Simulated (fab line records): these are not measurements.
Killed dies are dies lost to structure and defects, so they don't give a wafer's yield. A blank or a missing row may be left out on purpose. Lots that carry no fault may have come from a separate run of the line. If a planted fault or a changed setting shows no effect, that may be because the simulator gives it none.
A struck lot beside a sound one || flow gf180mcu || 30 out of 602 route steps
Sound: wafers L973.1, L973.2, L973.4. Wafers L976.2, L976.3, L976.4 were the ones struck. The cause is given at the end.
For every step that has rows: the tool of each side, followed by ch and its chambers, followed by its first start. Under that, the readings that differ: sound wafers || struck wafers || difference of the means || sigmas: that difference in standard deviations of wafers without a fault.
alike: readings with means less than 2 such deviations apart, plus words and numbers identical on both sides. not compared: withheld readings, readings lacking a value on some wafer, bounds such as >300 that could conceal the same value, and numbers that have no deviation in the record and whose values overlap.
The two part at a step that has a row with sigmas, a row that says differs or no value, or rows on one side only. Non-overlapping numbers with no deviation appear without sigmas and do not part them. A reading missing from all wafers of one side parts the sides only when that side holds two or more wafers.

first, 8 steps without rows for these wafers: GF_HV_LDD_STRIP_49 (strips in O2/N2); GF_HV_LDD_CLEAN_51 (cleans in SC1/SC2, time 150 s); GF_HV_LDD_RTA_52 (time 10 s); GF_HV_LDD_CVD_54 (deposits SiO2 from TEOS, target thk 10 nm, time 75 s); GF_HV_LDD_CVD_56 (deposits Si3N4 from DCS/NH3, target thk 90 nm, time 1543 s); GF_HV_LDD_ETCHBACK_58 (etches Si3N4 in CH3F/O2, stops on SiO2, time 100 s, target depth 90 nm); GF_NSD_DEHYDRATE_00 (time 60 s); GF_NSD_HMDS_01 (prime time 60 s).
GF_NSD_COAT_02: resist thk 1000 nm.
  struck on litho track-03, day 14 13:59; sound on litho track-04 ch 0, day 13 02:47
  no value came back on the struck wafers for chill plate temp C (C), dispense pressure kPa (kPa), exhaust pa (Pa); on the sound wafers chill plate temp C (C) reads 22.79 23.10 23.07
then, 4 steps without rows for these wafers: GF_NSD_SOFTBAKE_03 (time 60 s); GF_NSD_EXPOSE_04 (exposes mask Nplus, target cd 400 nm); GF_NSD_PEB_05; GF_NSD_DEVELOP_06 (develop time 60 s).
GF_NSD_CD_MEAS_07: target cd 400 nm.
  sound on cd sem-01, day 13 13:05; struck on cd sem-02, day 15 00:54
{"reading": "cd nm (nm)", "sound": "399.7 400.1 400.1", "struck": "- - -", "difference": "no value on the struck wafers", "sigmas": ""}
GF_NSD_OVL_MEAS_08:
  sound on overlay-02, day 13 13:12; struck on overlay-02, day 15 01:01
{"reading": "NSD_OVL (nm)", "sound": "1.5 -0.1 0.0", "struck": "- - -", "difference": "no value on the struck wafers", "sigmas": ""}
then, 12 steps without rows for these wafers: GF_NSD_IMPLANT_09; GF_NSD_IMPLANT_10; GF_NSD_STRIP_11 (strips in O2/N2); GF_PSD_DEHYDRATE_00 (time 60 s); GF_PSD_HMDS_01 (prime time 60 s); GF_PSD_COAT_02 (resist thk 1000 nm); GF_PSD_SOFTBAKE_03 (time 60 s); GF_PSD_EXPOSE_04 (exposes mask Pplus, target cd 400 nm); GF_PSD_PEB_05; GF_PSD_DEVELOP_06 (develop time 60 s); GF_PSD_IMPLANT_09; GF_PSD_STRIP_10 (strips in O2/N2).
GF_PSD_TW_MEAS_11:
  sound on film metro-02, day 14 10:35; struck on film metro-03, day 15 22:48
{"reading": "PSD_TW", "sound": "3158 3159 3152", "struck": "4291 4271 4293", "difference": "+1129", "sigmas": "+29"}
then, 1 step without rows for these wafers: GF_PSD_CLEAN_12 (cleans in SC1/SC2, time 150 s).
-- the record jumps here: 15 days lie between the struck wafers' starts before and after (it left off in module PSD and takes up again in module PASSIVATION, whose first step shown is number 602 of the route) --
GF_PASSIVATION_PROBE_99:
  only the struck wafers here have rows in the record (prober-01, day 30 11:59); the sound ones have none

WHERE THEY PART
At GF_NSD_COAT_02 first; at GF_PASSIVATION_PROBE_99 last (within this record only).

WHY: the cause the simulator had injected
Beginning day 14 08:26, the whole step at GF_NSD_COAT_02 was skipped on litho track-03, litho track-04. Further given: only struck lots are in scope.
